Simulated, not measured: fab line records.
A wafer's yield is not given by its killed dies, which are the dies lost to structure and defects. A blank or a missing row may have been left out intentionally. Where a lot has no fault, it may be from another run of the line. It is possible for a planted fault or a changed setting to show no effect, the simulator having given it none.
Matching of chambers	flow gf180mcu	GF_V1_CMP_04 on cmp-02: 4 sister chambers
The step polishes SiO2. 18 wafers are shown with their chamber, then 9 later ones without.

== WAFERS, EACH WITH ITS CHAMBER ==
wafer	chamber	motor current A (A)	slurry flow ml min	time to endpoint s (s)
L943.2	3	10.6	149.2	75
L943.4	0	12.1	149.7	84
L943.5	0	11.3	150.0	85
L944.1	2	15.1	149.6	84
L944.3	0	11.7	149.4	77
L944.5	1	12.7	149.6	85
L947.3	1	13.6	149.8	74
L947.5	3	10.5	149.7	80
L947.6	2	14.8	149.4	86
L949.1	2	14.9	150.6	85
L949.3	0	12.0	150.1	85
L949.5	2	14.7	150.0	96
L950.5	0	12.0	149.6	84
L953.1	2	15.3	150.4	60
L953.6	2	15.2	149.5	68
L961.1	1	13.9	149.1	85
L961.3	0	11.9	150.3	81
L961.4	2	15.2	149.6	89

SIGNATURES, as means of the wafers listed above
reading	chamber 0	chamber 1	chamber 2	chamber 3	scatter within a chamber
motor current A	11.833	13.400	15.029	10.550	0.331
slurry flow ml min	149.850	149.500	149.871	149.450	0.405
time to endpoint s	82.67	81.33	81.14	77.50	8.83
Rule: for each reading, subtract the chamber's mean from the wafer's reading, divide by that reading's scatter and square the result; add these up over the readings and take the root, which gives the wafer's distance from the chamber. If the next closest chamber is less than 2 further off than the closest, the wafer can't be placed; otherwise it belongs to the closest. The scatter: take each reading less its chamber's mean, square it, sum over the shown wafers, divide by the number of wafers less the number of chambers, and take the root.

== WAFERS MISSING THEIR CHAMBER ==
wafer	motor current A (A)	slurry flow ml min	time to endpoint s (s)
L963.1	12.5	151.1	84
L963.3	16.0	150.0	86
L963.6	10.6	150.2	85
L964.3	15.6	150.7	79
L964.4	11.3	149.8	81
L964.6	14.8	150.3	86
L965.1	13.7	149.5	78
L965.2	14.9	149.9	81
L965.6	10.2	149.9	76

== EACH ONE'S CHAMBER ==
wafer	from the rows above	in truth
L963.1	can't be placed: 0 or 1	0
L963.3	2	2
L963.6	can't be placed: 3 or 0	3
L964.3	2	2
L964.4	can't be placed: 0 or 3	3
L964.6	2	2
L965.1	1	1
L965.2	2	2
L965.6	3	3
Correctly placed: 6 of 9. Unplaceable from these rows: 3, with the true chamber sitting among the candidates in 3. Placed wrongly: 0.
